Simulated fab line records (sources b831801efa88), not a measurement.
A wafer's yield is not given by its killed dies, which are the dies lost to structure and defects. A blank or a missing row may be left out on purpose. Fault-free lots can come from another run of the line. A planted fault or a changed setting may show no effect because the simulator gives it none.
Which of the tools did it? | flow sky130 | 10 lots with 30 wafers sampled at 3 steps, on a route of 708 steps

== WHAT THE GAUGES SHOWED, per wafer ==
SKY_CAPM_OVL_MEAS_12. Usual: for CAPM_OVL the level is -0.3 nm and the standard deviation is 1.6.
lot  | measured     | on         | CAPM_OVL (nm)  | flag
L351 | day 37 04:52 | overlay-01 | -1.7 -2.6 -1.0 | 
L357 | day 39 07:22 | overlay-02 | -2.1 -0.6 0.0  | 
L361 | day 40 17:03 | overlay-02 | 0.8 -2.0 -1.3  | 
L362 | day 40 19:39 | overlay-01 | 0.6 -0.8 -1.5  | 
L364 | day 41 07:45 | overlay-01 | 2.7 2.9 1.4    | 
L369 | day 43 03:52 | overlay-02 | 1.2 3.4 1.2    | 
L371 | day 43 08:21 | overlay-02 | 2.6 1.9 1.0    | 
L372 | day 43 09:11 | overlay-02 | -0.8 -1.0 -0.8 | 
L373 | day 43 14:35 | overlay-02 | 0.2 -0.6 -0.2  | 
L374 | day 43 17:45 | overlay-02 | 0.2 0.5 -0.9   | 

== EACH LOT AND THE TOOL THAT RAN IT (in order: tool; ch and the chambers of the sampled wafers; start) ==
lot  | SKY_VIA2_STRIP_16                   | SKY_VIA2_SPUTTER_20
L351 | plasmaAsher-02 ch 0,1, day 36 01:38 | pvdSputter-04, day 36 02:12
L357 | plasmaAsher-04 ch 0,1, day 38 04:35 | pvdSputter-03, day 38 05:21
L361 | plasmaAsher-02 ch 0, day 39 16:29   | pvdSputter-01, day 39 17:05
L362 | plasmaAsher-04 ch 0,1, day 39 17:15 | pvdSputter-04, day 39 17:50
L364 | plasmaAsher-04 ch 0,1, day 40 05:44 | pvdSputter-03, day 40 06:25
L369 | plasmaAsher-04 ch 0,1, day 42 02:52 | pvdSputter-01, day 42 03:27
L371 | plasmaAsher-02 ch 0,1, day 42 07:38 | pvdSputter-01, day 42 08:14
L372 | plasmaAsher-02 ch 0,1, day 42 08:19 | pvdSputter-03, day 42 08:56
L373 | plasmaAsher-02 ch 0,1, day 42 14:03 | pvdSputter-01, day 42 14:38
L374 | plasmaAsher-02 ch 0,1, day 42 17:49 | pvdSputter-01, day 42 18:24
- SKY_VIA2_STRIP_16: strips in O2/N2.
- SKY_VIA2_SPUTTER_20: material TiN, target thk 20 nm, time 80 s.

== AS READ BY THE TOOLS THEMSELVES (means over the sampled wafers that have a number; for cases with no such wafer, the mark the record gives instead) ==
SKY_VIA2_STRIP_16. Usual: drypumpMotorCurrentA 6.0 A, standard deviation 0.44; oesProductAu 0.399 a.u., standard deviation 0.0047; stripTimeToEndpointS 4.050 s, standard deviation 0.024.
lot  | tool           | drypumpMotorCurrentA (A) | oesProductAu (a.u.) | stripTimeToEndpointS (s) | flag
L351 | plasmaAsher-02 | 6.0                      | 0.392               | 4.038                    | 
L357 | plasmaAsher-04 | 6.1                      | 0.398               | 4.054                    | 
L361 | plasmaAsher-02 | 5.4                      | 0.399               | 4.065                    | 
L362 | plasmaAsher-04 | 6.2                      | 0.400               | 4.081                    | 
L364 | plasmaAsher-04 | 6.1                      | 0.396               | 4.037                    | 
L369 | plasmaAsher-04 | 6.1                      | 0.398               | 4.032                    | 
L371 | plasmaAsher-02 | 5.9                      | 0.397               | 4.018                    | 
L372 | plasmaAsher-02 | 5.9                      | 0.397               | 4.034                    | 
L373 | plasmaAsher-02 | 6.0                      | 0.399               | 4.069                    | 
L374 | plasmaAsher-02 | 5.9                      | 0.402               | 4.055                    | 

SKY_VIA2_SPUTTER_20. Usual: throttleValvePct reads 29.7 % (standard deviation 0.97).
lot  | tool          | throttleValvePct (%) | flag
L351 | pvdSputter-04 | 29.0                 | 
L357 | pvdSputter-03 | 29.6                 | 
L361 | pvdSputter-01 | 31.2                 | 
L362 | pvdSputter-04 | 29.6                 | 
L364 | pvdSputter-03 | 29.5                 | 
L369 | pvdSputter-01 | 30.3                 | 
L371 | pvdSputter-01 | 30.4                 | 
L372 | pvdSputter-03 | 29.3                 | 
L373 | pvdSputter-01 | 30.4                 | 
L374 | pvdSputter-01 | 30.1                 | 

== THE ANSWER, worked out from the rows above alone ==
Rule: take the mean of a lot's wafers that have a number; if it is more than 3 standard deviations from the usual mean, the lot is off. Also off: a lot with no number at a reading for which 4 or more lots have one. Any other lot the step has rows for is counted as sound. After the gauges, taken in route order, come the tools' own readings; for these a lot's mean is taken, as printed above. At the first step where some lot is off, the reading lying furthest off is the one used; lots without a number count as furthest.
Nothing can be told from this: no lot is off at any reading shown.

== WHAT HAD BEEN PUT IN BY THE SIMULATOR ==
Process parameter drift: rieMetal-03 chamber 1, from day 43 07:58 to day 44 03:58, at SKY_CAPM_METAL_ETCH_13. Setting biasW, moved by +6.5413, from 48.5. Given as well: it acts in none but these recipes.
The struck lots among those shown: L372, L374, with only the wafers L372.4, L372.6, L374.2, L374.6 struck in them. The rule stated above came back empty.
